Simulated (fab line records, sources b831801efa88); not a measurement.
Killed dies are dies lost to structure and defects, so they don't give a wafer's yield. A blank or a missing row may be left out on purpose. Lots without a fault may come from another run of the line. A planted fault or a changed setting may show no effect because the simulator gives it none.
fab line records | flow sfq_line | part 1 of 2: steps 1 to 28 of 39
record lots=5 wafers=15 last_day=95
route steps=325 shown I1@82 M2@88 I2@103 M3@118
lots that met no fault: from a run of the same line without faults
start_h: hours from the record's first day to the start of the lot's first wafer shown | wait_h: hours since the lot's step before | " the same as in the row above | L1.1+2: a row that stands for several wafers | - no value, or no start given | * or withheld: withheld | < > ~ a bound
route shown NAME@n: a module of which the file shows steps, and the number in the route of the first | usual: mean/standard deviation of fault-free wafers | same: alike in all rows | chamber/n: place in a boat | sites: the reading at each site | _std_site: their standard deviation | _edge_site: outer sites' mean less inner sites' | radius_mm: how far each site lies from the wafer's centre | mask NAME#n: copy n | behind: the tool/chamber that last shaped the wafer | hold: why the lot was held/for how many hours/how that ended | device: the transistor (n, p or np) that didn't switch | end of line: the same wafers' tests at the end of the route | a step without rows: its recipe alone | killed: dies lost to structure and defects at the first sort, not the wafer's yield | map: a wafer's dies, x killed, . not, _ none there
set.NAME: the setting as run; set.NAME@STEP: as run at that earlier step | model.NAME: the simulator's own value behind a step, which no gauge read
lots at some steps of the route; a table a step, a row a wafer
services: from which hour (start_h, from the record's first day; less than 0 if before it) a tool's chamber was out of use, for how many hours, and why
## steps
# step SFQ_TRILAYER_I1_VIA_LITHO_DEVELOP_051
# recipe time_s=60 resist=KrF
# columns lot.wafer tool chamber start_h wait_h
L074.1+5+6 litho_track-02 0 573.04 0.1
L077.2+3+5 litho_track-04 0 579.06 0.1
L078.1+2+6 litho_track-03 0 580.24 0.1
L087.2+5+6 litho_track-03 0 603.06 0.1
L097.2+4+5 litho_track-02 0 950.40 0.1
# step SFQ_I1_OVL_MEAS_913
# usual I1_OVL=3/5.5
# columns lot.wafer tool chamber start_h wait_h I1_OVL[nm]
L074.1 overlay-01 - 573.19 0.1 11
L074.5 " - " " 17
L074.6 " - " " 17
L077.2 overlay-02 - 579.19 0.1 -4
L077.3 " - " " -13
L077.5 " - " " -4
L078.1 overlay-01 - 580.39 0.1 2
L078.2 " - " " 0
L078.6 " - " " 5
L087.2 overlay-01 - 603.19 0.1 1
L087.5 " - " " 4
L087.6 " - " " 7
L097.2 overlay-02 - 950.53 0.1 7
L097.4 " - " " 6
L097.5 " - " " 8
# step SFQ_TRILAYER_I1_VIA_BARC_OPEN_VIA_ETCH_071
# recipe mask_material=PR chemistry=O2 target_depth_nm=125 target=BARC source_w=500 bias_w=80 pressure_mtorr=30 time_s=41.7
# usual drypump_motor_current_A=5.6/0.52 oes_product_au=0.686/0.0048
# columns lot.wafer tool chamber start_h wait_h drypump_motor_current_A oes_product_au rf_hours_counter_h
L074.1 rie_diel-04 3 573.22 0.0 4.9 0.690 6
L074.5 " 1 " " 5.6 0.686 -
L074.6 " 0 " " 6.5 0.680 -
L077.2 rie_diel-04 0 579.22 0.0 6.5 0.687 3
L077.3 " 1 " " 5.6 0.688 79
L077.5 " 2 " " 4.7 0.683 -
L078.1 rie_diel-01 3 580.42 0.0 5.7 0.683 15
L078.2 " 2 " " 6.0 0.682 23
L078.6 " 2 " " 6.0 0.683 -
L087.2 rie_diel-03 3 603.22 0.0 5.9 0.684 10
L087.5 " 2 " " 5.5 0.689 -
L087.6 " 1 " " 5.7 0.678 -
L097.2 rie_diel-04 2 950.56 0.0 4.7 0.687 9
L097.4 " 1 " " 5.6 0.698 5
L097.5 " 3 " " 4.9 0.683 -
# step SFQ_TRILAYER_I1_VIA_ETCH_VIA_ETCH_052
# recipe target=SiO2 stop_on=Nb mask_material=PR taper_deg=20 chemistry=CHF3 target_depth_nm=260 source_w=500 bias_w=80 pressure_mtorr=30 time_s=withheld
# usual drypump_motor_current_A=5.6/0.52 oes_product_au=0.854/0.0058
# columns lot.wafer tool chamber start_h wait_h drypump_motor_current_A oes_product_au
L074.1 rie_diel-04 3 573.26 0.0 4.9 0.858
L074.5 " 1 " " 5.6 0.853
L074.6 " 0 " " 6.6 0.846
L077.2 rie_diel-04 0 579.26 0.0 6.6 0.858
L077.3 " 1 " " 5.6 0.852
L077.5 " 2 " " 4.7 0.855
L078.1 rie_diel-01 3 580.46 0.0 5.7 0.854
L078.2 " 2 " " 6.0 0.850
L078.6 " 2 " " 6.0 0.850
L087.2 rie_diel-03 3 603.26 0.0 5.9 0.849
L087.5 " 2 " " 5.5 0.850
L087.6 " 1 " " 5.7 0.861
L097.2 rie_diel-04 2 950.60 0.0 4.7 0.853
L097.4 " 1 " " 5.6 0.856
L097.5 " 3 " " 5.0 0.844
# step SFQ_TRILAYER_I1_VIA_STRIP_STRIP_053
# recipe gas=O2 power_w=200 platen_temp_c=40 overash_fraction=0.65 chemistry=O2 pressure_mtorr=50
# usual drypump_motor_current_A=5.8/0.31 he_backside_leak_sccm=3.33/0.27 oes_product_au=1.004/0.0074
# columns lot.wafer tool chamber start_h wait_h drypump_motor_current_A he_backside_leak_sccm oes_product_au rf_hours_counter_h
L074.1 rie_metal-01 1 573.38 - 5.5 3.45 1.006 87
L074.5 " 0 " " 5.9 3.19 1.002 -
L074.6 " 1 " " 5.5 3.46 1.019 -
L077.2 rie_metal-02 0 579.38 - 5.4 3.50 1.007 54
L077.3 " 1 " " 6.2 3.11 1.006 -
L077.5 " 1 " " 6.3 3.14 1.005 -
L078.1 rie_metal-01 1 580.58 - 5.5 3.53 1.004 88
L078.2 " 0 " " 5.9 3.34 1.002 77
L078.6 " 1 " " 5.5 3.48 1.004 -
L087.2 rie_metal-01 1 603.38 - 5.5 3.44 1.002 90
L087.5 " 1 " " 5.4 3.54 1.014 -
L087.6 " 0 " " 5.9 3.19 1.006 -
L097.2 rie_metal-01 0 950.91 - 5.9 3.15 1.004 -
L097.4 " 0 " " 5.8 3.12 0.988 -
L097.5 " 0 " " 5.9 3.18 0.994 -
# step SFQ_TRILAYER_I1_VIA_STRIP_SOLV_CLEAN_054
# recipe chemistry=NMP temp_c=70 time_s=600
# columns lot.wafer tool chamber start_h wait_h
L074.1+5+6 wet_bench-01 0,7,6 573.98 0.4
L077.2+3+5 wet_bench-02 3,0,1 579.98 0.4
L078.1+2+6 wet_bench-03 5,4,2 581.18 0.4
L087.2+5+6 wet_bench-03 1,6,2 603.98 0.4
L097.2+4+5 wet_bench-01 4,0,7 951.91 0.8
# step SFQ_TRILAYER_M2_DEP_PRE_CLEAN_056
# recipe gas=Ar time_s=22.5 bias_v=250
# columns lot.wafer tool chamber start_h wait_h
L074.1+5+6 pvd_sputter-04 - 574.17 0.0
L077.2+3+5 pvd_sputter-03 - 580.15 0.0
L078.1+2+6 pvd_sputter-04 - 581.35 0.0
L087.2+5+6 pvd_sputter-04 - 604.15 0.0
L097.2+4+5 pvd_sputter-04 - 952.09 0.0
# step SFQ_TRILAYER_M2_DEP_SPUTTER_055
# recipe material=Nb base_pressure_pa=1.33e-06 chamber_pressure_pa=0.1333 substrate_temp_c=20 resputter_cathode_voltage_v=400 target_thk_nm=200 power_w=2000 time_s=133.3
# usual throttle_valve_pct=30.4/1.1
# columns lot.wafer tool chamber start_h wait_h throttle_valve_pct
L074.1 pvd_sputter-04 - 574.20 0.0 30.9
L074.5 " - " " 31.3
L074.6 " - " " 31.3
L077.2 pvd_sputter-03 - 580.18 0.0 30.6
L077.3 " - " " 31.4
L077.5 " - " " 30.4
L078.1 pvd_sputter-04 - 581.38 0.0 31.4
L078.2 " - " " 30.8
L078.6 " - " " 30.9
L087.2 pvd_sputter-04 - 604.18 0.0 31.4
L087.5 " - " " 31.2
L087.6 " - " " 31.0
L097.2 pvd_sputter-04 - 952.12 0.0 31.1
L097.4 " - " " 31.4
L097.5 " - " " 30.7
# step SFQ_M2_RS_MEAS_914
# recipe thk_meas_gauge=four-point-probe reads=Nb_of_TRILAYER_M2_DEP_SPUTTER_055
# usual M2_NB_RS=0.886/0.0087
# columns lot.wafer tool chamber start_h wait_h M2_NB_RS[ohm/sq]
L074.1 film_metro-02 - 574.29 0.0 0.868
L074.5 " - " " 0.876
L074.6 " - " " 0.890
L077.2 film_metro-03 - 580.29 0.1 0.889
L077.3 " - " " 0.892
L077.5 " - " " 0.887
L078.1 film_metro-02 - 581.47 0.0 0.893
L078.2 " - " " 0.886
L078.6 " - " " 0.888
L087.2 film_metro-04 - 604.29 0.1 0.880
L087.5 " - " " 0.879
L087.6 " - " " 0.867
L097.2 film_metro-03 - 952.23 0.1 0.891
L097.4 " - " " 0.883
L097.5 " - " " 0.895
# step SFQ_TRILAYER_M2_LITHO_COAT_062
# recipe resist=BARC spin_rpm=3000 resist_thk_nm=62
# columns lot.wafer tool chamber start_h wait_h
L074.1+5+6 litho_track-01 0 574.47 0.1
L077.2+3+5 litho_track-02 0 580.50 0.1
L078.1+2+6 litho_track-01 0 581.65 0.1
L087.2+5+6 litho_track-01 0 604.50 0.1
L097.2+4+5 litho_track-01 0 952.44 0.1
# step SFQ_TRILAYER_M2_LITHO_COAT_057
# recipe resist=KrF spin_rpm=3000 resist_thk_nm=600
# columns lot.wafer tool chamber start_h wait_h
L074.1+5+6 litho_track-01 0 574.77 0.2
L077.2+3+5 litho_track-02 0 580.80 0.2
L078.1+2+6 litho_track-01 0 581.95 0.2
L087.2+5+6 litho_track-01 0 604.80 0.2
L097.2+4+5 litho_track-01 0 952.74 0.2
# step SFQ_TRILAYER_M2_LITHO_SOFTBAKE_061
# recipe temp_c=withheld time_s=withheld resist=KrF
# columns lot.wafer tool chamber start_h wait_h
L074.1+5+6 litho_track-01 0 575.07 0.2
L077.2+3+5 litho_track-02 0 581.08 0.2
L078.1+2+6 litho_track-01 0 582.25 0.2
L087.2+5+6 litho_track-01 0 605.08 0.2
L097.2+4+5 litho_track-01 0 953.01 0.2
# step SFQ_TRILAYER_M2_LITHO_EXPOSE_058
# recipe mask_id=M2 na=0.6 source_shape=conventional sigma_outer=0.65 target_cd_nm=500 dose_mj=14.4
# columns lot.wafer tool chamber start_h wait_h mask
L074.1+5+6 krf_scanner-02 0 746.20 - M2#0
L077.2+3+5 krf_scanner-02 0 753.60 - M2#0
L078.1+2+6 krf_scanner-02 0 754.60 - M2#0
L087.2+5+6 krf_scanner-02 0 775.59 - M2#0
L097.2+4+5 krf_scanner-01 0 975.03 - M2#0
# step SFQ_TRILAYER_M2_LITHO_PEB_060
# recipe peb_temp_c=115 peb_time_s=60 resist=KrF
# usual plate_temp_C=115.00/0.14
# same peb_time_s=60
# columns lot.wafer tool chamber start_h wait_h plate_temp_C
L074.1 litho_track-01 0 747.40 1.0 115.09
L074.5 " 0 " " 114.93
L074.6 " 0 " " 114.99
L077.2 litho_track-04 0 754.63 0.8 114.52
L077.3 " 0 " " 114.72
L077.5 " 0 " " 114.66
L078.1 litho_track-02 0 755.80 1.0 114.89
L078.2 " 0 " " 115.02
L078.6 " 0 " " 115.14
L087.2 litho_track-02 0 776.61 0.8 114.95
L087.5 " 0 " " 114.98
L087.6 " 0 " " 115.25
L097.2 litho_track-01 0 976.05 0.8 115.14
L097.4 " 0 " " 115.02
L097.5 " 0 " " 115.11
# step SFQ_TRILAYER_M2_LITHO_DEVELOP_059
# recipe time_s=60 resist=KrF
# columns lot.wafer tool chamber start_h wait_h
L074.1+5+6 litho_track-01 0 747.55 0.1
L077.2+3+5 litho_track-04 0 754.78 0.1
L078.1+2+6 litho_track-02 0 755.95 0.1
L087.2+5+6 litho_track-02 0 776.76 0.1
L097.2+4+5 litho_track-01 0 976.20 0.1
# step SFQ_M2_OVL_MEAS_916
# usual M2_OVL=4/5.3
# columns lot.wafer tool chamber start_h wait_h M2_OVL[nm]
L074.1 overlay-01 - 747.70 0.1 5
L074.5 " - " " -2
L074.6 " - " " -3
L077.2 overlay-01 - 754.91 0.1 11
L077.3 " - " " 13
L077.5 " - " " 14
L078.1 overlay-02 - 756.10 0.1 1
L078.2 " - " " 5
L078.6 " - " " 1
L087.2 overlay-01 - 776.89 0.1 13
L087.5 " - " " 7
L087.6 " - " " 7
L097.2 overlay-02 - 976.34 0.1 10
L097.4 " - " " 4
L097.5 " - " " 0
# step SFQ_TRILAYER_M2_BARC_OPEN_METAL_ETCH_077
# recipe mask_material=PR chemistry=O2 target_depth_nm=125 target=BARC icp_w=600 bias_w=80 pressure_mtorr=10 time_s=41.7
# usual drypump_motor_current_A=5.7/0.42 he_backside_leak_sccm=3.27/0.2 oes_product_au=0.685/0.0047
# columns lot.wafer tool chamber start_h wait_h drypump_motor_current_A he_backside_leak_sccm oes_product_au rf_hours_counter_h
L074.1 rie_metal-03 1 747.74 0.0 5.3 3.14 0.693 57
L074.5 " 1 " " 5.3 3.17 0.681 -
L074.6 " 1 " " 5.3 3.14 0.675 -
L077.2 rie_metal-04 1 754.94 0.0 6.0 3.26 0.691 131
L077.3 " 0 " " 6.2 3.46 0.683 -
L077.5 " 1 " " 6.0 3.46 0.687 -
L078.1 rie_metal-02 1 756.14 0.0 6.2 3.13 0.681 23
L078.2 " 0 " " 5.4 3.25 0.684 76
L078.6 " 1 " " 6.2 3.17 0.673 -
L087.2 rie_metal-02 0 776.92 0.0 5.4 3.10 0.683 80
L087.5 " 1 " " 6.2 3.25 0.684 -
L087.6 " 0 " " 5.4 3.11 0.684 -
L097.2 rie_metal-03 0 976.37 0.0 5.3 3.38 0.687 84
L097.4 " 1 " " 5.3 3.24 0.679 -
L097.5 " 0 " " 5.3 3.27 0.682 -
# step SFQ_TRILAYER_M2_ETCH_METAL_ETCH_060
# recipe target=Nb stop_on=SiO2 mask_material=PR chemistry=Cl2/Ar target_depth_nm=240 icp_w=600 bias_w=80 pressure_mtorr=10 time_s=120
# usual drypump_motor_current_A=5.7/0.42 he_backside_leak_sccm=3.29/0.17 oes_product_au=0.897/0.0066
# columns lot.wafer tool chamber start_h wait_h drypump_motor_current_A he_backside_leak_sccm oes_product_au rf_hours_counter_h
L074.1 rie_metal-03 1 747.86 0.1 5.3 3.12 0.905 57
L074.5 " 1 " " 5.3 3.04 0.901 -
L074.6 " 1 " " 5.3 3.08 0.892 -
L077.2 rie_metal-04 1 755.00 0.0 6.1 3.40 0.896 131
L077.3 " 0 " " 6.2 3.39 0.898 -
L077.5 " 1 " " 6.1 3.27 0.898 -
L078.1 rie_metal-02 1 756.20 0.0 6.3 3.14 0.902 23
L078.2 " 0 " " 5.4 3.43 0.902 76
L078.6 " 1 " " 6.2 3.24 0.892 -
L087.2 rie_metal-02 0 776.98 0.0 5.4 3.38 0.894 80
L087.5 " 1 " " 6.3 3.18 0.895 -
L087.6 " 0 " " 5.4 3.67 0.900 -
L097.2 rie_metal-03 0 976.43 0.0 5.4 3.34 0.892 84
L097.4 " 1 " " 5.3 3.22 0.898 -
L097.5 " 0 " " 5.4 3.28 0.892 -
# step SFQ_TRILAYER_M2_STRIP_STRIP_061
# recipe gas=O2 power_w=200 platen_temp_c=40 overash_fraction=0.65 chemistry=O2 pressure_mtorr=50
# usual drypump_motor_current_A=5.7/0.42 he_backside_leak_sccm=3.29/0.13 oes_product_au=1.005/0.0087
# columns lot.wafer tool chamber start_h wait_h drypump_motor_current_A he_backside_leak_sccm oes_product_au rf_hours_counter_h
L074.1 rie_metal-03 1 748.11 0.2 5.3 3.15 1.014 57
L074.5 " 1 " " 5.3 3.15 1.011 -
L074.6 " 1 " " 5.3 3.18 1.002 -
L077.2 rie_metal-04 1 755.12 0.1 6.1 3.28 1.005 131
L077.3 " 0 " " 6.2 3.34 1.002 -
L077.5 " 1 " " 6.1 3.37 1.005 -
L078.1 rie_metal-02 1 756.32 0.1 6.2 3.29 0.998 23
L078.2 " 0 " " 5.4 3.49 1.003 76
L078.6 " 1 " " 6.2 3.25 0.993 -
L087.2 rie_metal-02 0 777.11 0.1 5.4 3.11 1.007 80
L087.5 " 1 " " 6.2 3.16 0.997 -
L087.6 " 0 " " 5.4 3.14 1.008 -
L097.2 rie_metal-03 0 976.55 0.1 5.4 3.17 1.006 84
L097.4 " 1 " " 5.3 3.27 1.011 -
L097.5 " 0 " " 5.3 3.31 1.012 -
# step SFQ_TRILAYER_M2_STRIP_SOLV_CLEAN_062
# recipe chemistry=NMP temp_c=70 time_s=600
# columns lot.wafer tool chamber start_h wait_h
L074.1+5+6 wet_bench-04 6,2,0 749.31 1.0
L077.2+3+5 wet_bench-04 6,7,0 755.72 0.4
L078.1+2+6 wet_bench-02 7,1,5 756.92 0.4
L087.2+5+6 wet_bench-04 3,4,2 777.71 0.4
L097.2+4+5 wet_bench-04 1,6,4 977.15 0.4
# step SFQ_TRILAYER_I2_DEP_PECVD_063
# recipe material=SiO2 temp_c=150 time_s=111.11 pressure_torr=2.4 rf_w=183.3 precursor=SiH4/N2O target_thk_nm=500
# usual heater_power_w=77/16 throttle_valve_pct=24.9/1.4
# columns lot.wafer tool chamber start_h wait_h heater_power_w throttle_valve_pct
L074.1 pecvd-02 2 749.48 0.0 91 24.6
L074.5 " 1 " " 82 25.3
L074.6 " 0 " " 43 25.4
L077.2 pecvd-02 0 755.90 0.0 43 25.6
L077.3 " 2 " " 99 24.7
L077.5 " 0 " " 47 25.5
L078.1 pecvd-03 1 757.10 0.0 88 27.5
L078.2 " 2 " " 55 25.8
L078.6 " 1 " " 94 27.6
L087.2 pecvd-01 2 777.88 0.0 77 24.2
L087.5 " 1 " " 68 22.4
L087.6 " 0 " " 77 24.0
L097.2 pecvd-02 2 977.33 0.0 83 25.3
L097.4 " 2 " " 87 25.1
L097.5 " 1 " " 86 25.8
# step SFQ_TRILAYER_I2_CMP_CMP_064
# recipe material=SiO2 down_force_psi=3 platen_rpm=60 pad_velocity_m_s=0.94248
# usual motor_current_A=10.0/0.99 time_to_endpoint_s=218/9.4
# columns lot.wafer tool chamber start_h wait_h motor_current_A time_to_endpoint_s
L074.1 cmp-01 2 750.06 0.5 9.7 205
L074.5 " 1 751.56 2.0 10.9 229
L074.6 " 2 " " 10.2 216
L077.2 cmp-01 3 756.57 0.6 9.6 230
L077.3 " 0 " " 10.5 227
L077.5 " 3 758.57 2.6 9.4 238
L078.2 cmp-02 3 758.92 1.8 12.2 219
L078.1 " 1 759.92 2.8 8.6 204
L078.6 " 0 761.42 4.2 9.9 217
L087.2 cmp-01 3 784.70 6.8 9.3 216
L087.5 " 1 785.70 7.7 10.8 221
L087.6 " 2 " " 9.6 211
L097.2 cmp-01 0 1039.13 61.8 10.6 221
L097.4 " 3 1040.63 63.2 9.6 229
L097.5 " 1 1041.63 64.2 11.0 231
# step SFQ_I2_BOW_MEAS_917
# recipe mode=bow
# usual I2_BOW=3/9.5
# columns lot.wafer tool chamber start_h wait_h I2_BOW[um]
L074.1 film_metro-03 - 752.56 2.0 6
L074.5 " - " " 4
L074.6 " - " " 11
L077.2 film_metro-04 - 759.59 2.5 -4
L077.3 " - " " 2
L077.5 " - " " 0
L078.1 film_metro-01 - 761.92 1.5 3
L078.2 " - " " -5
L078.6 " - " " 2
L087.2 film_metro-03 - 786.72 1.5 6
L087.5 " - " " 0
L087.6 " - " " 7
L097.2 film_metro-03 - 1042.15 2.5 0
L097.4 " - " " -13
L097.5 " - " " 2
# step SFQ_TRILAYER_I2_METRO_MEASURE_065
# usual thk_nm=200.6/1.1
# columns lot.wafer tool chamber start_h wait_h thk_nm
L074.1 film_metro-03 - 752.68 0.1 199.0
L074.5 " - " " 200.9
L074.6 " - " " 199.7
L077.2 film_metro-04 - 759.89 0.3 201.2
L077.3 " - " " 200.4
L077.5 " - " " 200.8
L078.1 film_metro-01 - 762.04 0.1 201.3
L078.2 " - " " 200.8
L078.6 " - " " 201.2
L087.2 film_metro-03 - 787.02 0.3 199.2
L087.5 " - " " 199.9
L087.6 " - " " 198.1
L097.2 film_metro-03 - 1042.45 0.3 200.9
L097.4 " - " " 199.8
L097.5 " - " " 201.0
# step SFQ_TRILAYER_I2_VIA_LITHO_COAT_072
# recipe resist=BARC spin_rpm=3000 resist_thk_nm=62
# columns lot.wafer tool chamber start_h wait_h
L074.1+5+6 litho_track-01 0 753.88 1.0
L077.2+3+5 litho_track-01 0 760.94 0.8
L078.1+2+6 litho_track-01 0 763.24 1.0
L087.2+5+6 litho_track-01 0 788.07 0.8
L097.2+4+5 litho_track-01 0 1043.50 0.8
# step SFQ_TRILAYER_I2_VIA_LITHO_COAT_067
# recipe resist=KrF spin_rpm=3000 resist_thk_nm=650
# columns lot.wafer tool chamber start_h wait_h
L074.1+5+6 litho_track-01 0 754.18 0.2
L077.2+3+5 litho_track-01 0 761.24 0.2
L078.1+2+6 litho_track-01 0 763.54 0.2
L087.2+5+6 litho_track-01 0 788.37 0.2
L097.2+4+5 litho_track-01 0 1043.80 0.2
# step SFQ_TRILAYER_I2_VIA_LITHO_SOFTBAKE_071
# recipe temp_c=withheld time_s=withheld resist=KrF
# columns lot.wafer tool chamber start_h wait_h
L074.1+5+6 litho_track-01 0 754.48 0.2
L077.2+3+5 litho_track-01 0 761.52 0.2
L078.1+2+6 litho_track-01 0 763.84 0.2
L087.2+5+6 litho_track-01 0 788.64 0.2
L097.2+4+5 litho_track-01 0 1044.07 0.2
# step SFQ_TRILAYER_I2_VIA_LITHO_EXPOSE_068
# recipe mask_id=I2 na=0.6 source_shape=conventional sigma_outer=0.65 target_cd_nm=500 dose_mj=21.3
# columns lot.wafer tool chamber start_h wait_h mask
L074.1+5+6 krf_scanner-02 0 881.90 - I2#0
L077.2+3+5 krf_scanner-02 0 888.10 - I2#0
L078.1+2+6 krf_scanner-02 0 890.30 - I2#0
L087.2+5+6 krf_scanner-01 0 910.09 - I2#0
L097.2+4+5 krf_scanner-01 0 1054.09 - I2#0
